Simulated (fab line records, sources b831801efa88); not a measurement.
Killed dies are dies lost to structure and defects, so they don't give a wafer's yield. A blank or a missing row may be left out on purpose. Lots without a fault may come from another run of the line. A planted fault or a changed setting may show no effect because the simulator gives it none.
Which tool did it? | flow sky130 | 14 lots, 42 wafers sampled, at 6 steps of a route of 708

WHAT THE GAUGES READ, wafer by wafer
SKY_VT_ADJUST_PCH_TW_MEAS_10.
lot  | measured     | on            | VT_ADJUST_PCH_TW
L129 | day 10 22:58 | film_metro-03 | 143.1 142.3 142.5
L131 | day 11 10:34 | film_metro-01 | 141.3 141.8 143.0
L132 | day 11 17:41 | film_metro-04 | 142.0 142.6 141.7
L133 | day 12 04:40 | film_metro-03 | 142.3 142.1 142.4
L134 | day 12 10:52 | film_metro-03 | 143.1 142.1 142.3
L135 | day 12 17:25 | film_metro-01 | 142.9 142.5 142.0
L136 | day 12 23:52 | film_metro-03 | 142.6 142.9 142.9
L144 | day 15 13:04 | film_metro-03 | 142.9 142.6 142.6
L145 | day 15 21:05 | film_metro-03 | 142.7 141.7 142.2
L146 | day 15 22:50 | film_metro-04 | 142.5 143.1 143.1
L147 | day 16 06:25 | film_metro-01 | 143.3 143.0 141.8
L148 | day 16 21:49 | film_metro-03 | 142.8 142.8 142.2
L149 | day 17 09:34 | film_metro-01 | 141.4 141.3 141.7
L151 | day 18 01:18 | film_metro-04 | 144.0 143.5 142.7

SKY_LDD_N_TW_MEAS_17.
lot  | measured     | on            | LDD_N_TW
L129 | day 18 09:07 | film_metro-03 | 2585 2595 2593
L131 | day 19 18:16 | film_metro-01 | 2580 2566 2576
L132 | day 19 21:59 | film_metro-02 | 2570 2577 2605
L133 | day 19 17:31 | film_metro-01 | 2579 2581 2599
L134 | day 20 08:10 | film_metro-02 | 2573 2574 2575
L135 | day 20 13:52 | film_metro-02 | 2430 2431 2443
L136 | day 20 20:53 | film_metro-01 | 2428 2421 2428
L144 | day 23 17:37 | film_metro-01 | 2561 2571 2579
L145 | day 24 05:31 | film_metro-01 | 2558 2561 2567
L146 | day 24 04:57 | film_metro-02 | 2577 2584 2566
L147 | day 24 11:06 | film_metro-02 | 2574 2586 2580
L148 | day 25 06:25 | film_metro-01 | 2606 2588 2597
L149 | day 25 17:30 | film_metro-02 | 2588 2594 2598
L151 | day 26 10:06 | film_metro-01 | 2600 2591 2590

SKY_POLY_CUT_OVL_MEAS_09.
lot  | measured     | on         | POLY_CUT_OVL (nm)
L129 | day 24 19:20 | overlay-01 | 8 -1 0
L131 | day 26 07:05 | overlay-02 | -2 0 -3
L132 | day 26 07:26 | overlay-02 | -4 6 -4
L133 | day 26 03:38 | overlay-02 | -4 -13 -9
L134 | day 26 16:29 | overlay-02 | -3 -2 1
L144 | day 29 22:05 | overlay-01 | 4 -4 4
L145 | day 30 09:20 | overlay-01 | 3 -1 3
L146 | day 30 07:53 | overlay-02 | -3 -5 1
L147 | day 30 11:37 | overlay-01 | 0 8 0
L148 | day 31 08:03 | overlay-02 | 3 5 0
L149 | day 31 17:22 | overlay-02 | 10 8 9
L151 | day 32 09:08 | overlay-01 | -8 0 -1

SKY_LOCAL_INTERCONNECT_CD_MEAS_11: target cd 170 nm.
lot  | measured     | on        | cd_nm (nm)
L129 | day 30 21:55 | cd_sem-01 | 171.1 170.5 171.4
L131 | day 32 06:04 | cd_sem-01 | 168.8 169.0 168.9
L132 | day 32 06:55 | cd_sem-01 | 170.1 171.6 170.8
L133 | day 32 03:58 | cd_sem-02 | 170.6 171.1 168.6
L134 | day 32 17:10 | cd_sem-01 | 173.4 171.4 172.5
L144 | day 35 16:01 | cd_sem-02 | 170.4 170.5 169.0
L145 | day 36 02:13 | cd_sem-01 | 167.6 169.2 170.3
L146 | day 36 01:04 | cd_sem-01 | 168.4 170.5 170.8
L147 | day 36 05:44 | cd_sem-02 | 171.8 170.6 171.9
L148 | day 36 23:55 | cd_sem-01 | 169.5 170.0 170.6
L149 | day 37 10:02 | cd_sem-02 | 168.9 167.9 171.1
L151 | day 38 01:08 | cd_sem-01 | 169.0 168.9 168.3

WHICH TOOL RAN EACH LOT (tool, then ch and the chambers of the sampled wafers, then the start)
lot  | SKY_LDD_N_IMPLANT_08            | SKY_LDD_N_STRIP_16
L129 | implanter-04 ch 0, day 18 07:49 | plasma_asher-03 ch 0,1, day 18 09:01
L131 | implanter-02 ch 0, day 19 16:58 | plasma_asher-01 ch 0,1, day 19 18:10
L132 | implanter-03 ch 0, day 19 20:43 | plasma_asher-03 ch 0,1, day 19 21:54
L133 | implanter-03 ch 0, day 19 16:13 | plasma_asher-01 ch 0,1, day 19 17:25
L134 | implanter-03 ch 0, day 20 06:52 | plasma_asher-01 ch 0,1, day 20 08:04
L135 | implanter-03, day 20 12:34      | plasma_asher-01 ch 0,1, day 20 13:46
L136 | implanter-04, day 20 19:35      | plasma_asher-03 ch 0,1, day 20 20:46
L144 | implanter-04 ch 0, day 23 16:19 | plasma_asher-04 ch 0,1, day 23 17:31
L145 | implanter-03 ch 0, day 24 04:13 | plasma_asher-03 ch 0,1, day 24 05:25
L146 | implanter-04 ch 0, day 24 02:37 | plasma_asher-04 ch 0,1, day 24 04:51
L147 | implanter-04 ch 0, day 24 09:49 | plasma_asher-04 ch 0,1, day 24 10:59
L148 | implanter-03 ch 0, day 25 05:08 | plasma_asher-04 ch 0,1, day 25 06:20
L149 | implanter-03 ch 0, day 25 16:13 | plasma_asher-04 ch 0,1, day 25 17:23
L151 | implanter-04 ch 0, day 26 08:49 | plasma_asher-01 ch 0,1, day 26 09:59
- SKY_LDD_N_IMPLANT_08
- SKY_LDD_N_STRIP_16: strips in O2/N2.

WHAT THE TOOLS THEMSELVES READ (means of the sampled wafers that have a number; where no wafer has one, the mark that the record gives instead)
SKY_LDD_N_IMPLANT_08.
lot  | tool         | beam_energy_keV | beam_on_s (s)
L129 | implanter-04 | 20.007          | 9.84
L131 | implanter-02 | 19.995          | 10.09
L132 | implanter-03 | 19.999          | 9.88
L133 | implanter-03 | 19.998          | 9.92
L134 | implanter-03 | 20.002          | 9.98
L135 | implanter-03 | -               | -
L136 | implanter-04 | -               | -
L144 | implanter-04 | 19.998          | 9.79
L145 | implanter-03 | 20.004          | 9.76
L146 | implanter-04 | 20.002          | 10.10
L147 | implanter-04 | 20.004          | 9.95
L148 | implanter-03 | 20.004          | 9.87
L149 | implanter-03 | 20.001          | 9.81
L151 | implanter-04 | 20.004          | 10.04

SKY_LDD_N_STRIP_16.
lot  | tool            | drypump_motor_current_A (A) | oes_product_au (a.u.) | strip_time_to_endpoint_s (s)
L129 | plasma_asher-03 | 5.4                         | 0.405                 | 4.315
L131 | plasma_asher-01 | 5.0                         | 0.404                 | 4.306
L132 | plasma_asher-03 | 5.4                         | 0.410                 | 4.325
L133 | plasma_asher-01 | 5.0                         | 0.403                 | 4.330
L134 | plasma_asher-01 | 5.1                         | 0.404                 | 4.299
L135 | plasma_asher-01 | 5.0                         | 0.410                 | 4.132
L136 | plasma_asher-03 | 5.4                         | 0.408                 | 4.142
L144 | plasma_asher-04 | 5.6                         | 0.409                 | 4.296
L145 | plasma_asher-03 | 5.4                         | 0.409                 | 4.313
L146 | plasma_asher-04 | 5.5                         | 0.403                 | 4.306
L147 | plasma_asher-04 | 5.1                         | 0.410                 | 4.308
L148 | plasma_asher-04 | 5.1                         | 0.408                 | 4.341
L149 | plasma_asher-04 | 5.5                         | 0.408                 | 4.318
L151 | plasma_asher-01 | 5.0                         | 0.408                 | 4.346

THE ANSWER, worked out from the rows above alone
Rule: what is usual is taken from the lots themselves. Put in order of their means at a reading, lots are off if they are a third of the lots or fewer, leave a main group of 4 or more, and stand apart from it by a gap of 3 or more times the standard deviation of the main group's means; of several such gaps the widest counts. A main group whose means are all the same, to the digits that the tables above print for the reading, isn't used. A lot without any number at a reading at which 4 lots or more have one is off too. The other lots that the step has rows for count as sound. The gauges are gone through in route order, then the tools' own readings, and for those a lot's mean is taken as printed above. The first step at which some lot is off is used, and at that step the reading that is off furthest; a lot without a number counts as furthest.
Off: L135, L136, at SKY_LDD_N_TW_MEAS_17 (LDD_N_TW). The main group: mean 2582, standard deviation 10.
A tool fits if, at a process step before that reading, it ran every lot that is off, and no sound lot after the first of them. The gauges at SKY_LDD_N_TW_MEAS_17 aren't tried: what is off there is off at SKY_LDD_N_IMPLANT_08 too, on other tools, and a gauge's error can't cause that. None of those tried fits.

WHAT THE SIMULATOR HAD PUT IN
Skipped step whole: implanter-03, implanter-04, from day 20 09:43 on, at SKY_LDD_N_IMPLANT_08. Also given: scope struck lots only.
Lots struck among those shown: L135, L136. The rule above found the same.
